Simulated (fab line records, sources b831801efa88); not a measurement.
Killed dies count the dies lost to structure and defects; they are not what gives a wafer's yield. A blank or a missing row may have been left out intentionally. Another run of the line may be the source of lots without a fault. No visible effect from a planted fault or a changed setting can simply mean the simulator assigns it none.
One fault through the eyes of 2 desks	flow sfq-line	each desk has only its own numbers; what lay behind them comes last

FROM THE METROLOGY DESK
What the gauges read, lot by lot, whatever tool the lot ran on: means of the sampled wafers that have a number. Marked OUT: a lot whose mean sits more than 4 standard deviations from the usual mean, which makes it out of limits; the brackets give that distance.
Columns: A = M2_NB_RS at SFQ_M2_RS_MEAS_914, usual 0.889 ohm/sq; B = M2_OVL at SFQ_M2_OVL_MEAS_916, usual -2 nm
lot	first seen here	A	B
L961	day 30 17:16	0.877	-4
L964	day 31 23:25	0.876	-4
L969	day 33 14:09	0.896	6
L972	day 33 22:52	0.895	-3
L975	day 34 03:29	0.882	-11
L979	day 34 09:28	0.897	-10
This desk's finding: nothing out of limits on any of the 6 lots.

FOR THE TOOL OWNER'S DESK: rie-metal-02
The tool's own readings at SFQ_TRILAYER_M2_BARC_OPEN_METAL_ETCH_077 (etches BARC in O2, target depth 125 nm, time 41.7 s): means of the sampled wafers that have a number, for each lot that ran on this tool. Marked OUT: a lot whose mean sits more than 4 standard deviations from the usual mean, which makes it out of limits; the brackets give that distance.
Columns: A = drypump-motor-current-A at SFQ_TRILAYER_M2_BARC_OPEN_METAL_ETCH_077, usual 6.09 A; B = oes-product-au at SFQ_TRILAYER_M2_BARC_OPEN_METAL_ETCH_077, usual 0.685 a.u.; C = rf-fwd-power-W at SFQ_TRILAYER_M2_BARC_OPEN_METAL_ETCH_077, usual 594.8 W
lot	first seen here	A	B	C
L961	day 37 02:39	5.91	0.683	596.9
L969	day 39 21:16	6.02	0.685	628.3 (+14) OUT
L972	day 40 00:52	6.01	0.688	628.0 (+14) OUT
This desk's finding: out of limits on L969, L972; first on L969, day 39 21:16 (rf-fwd-power-W at SFQ_TRILAYER_M2_BARC_OPEN_METAL_ETCH_077). Within limits: L961.

PUT TOGETHER
The tool owner's desk had the chance to raise an alarm at day 39 21:16 on L969, L972.
The metrology desk saw nothing out of limits.
The metrology desk holds a record of L969, L972, inside its limits.
All the named lots went through SFQ_TRILAYER_M2_BARC_OPEN_METAL_ETCH_077 on rie-metal-02.

WHAT THE SIMULATOR HAD PUT IN
rie-metal-02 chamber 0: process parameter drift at SFQ_TRILAYER_M2_BARC_OPEN_METAL_ETCH_077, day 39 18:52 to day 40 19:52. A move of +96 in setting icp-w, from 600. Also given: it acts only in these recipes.
Shown lots that were struck: L969, L972.
Each desk's first reading out of limits, in hours after the fault started: the tool owner's desk, 2.
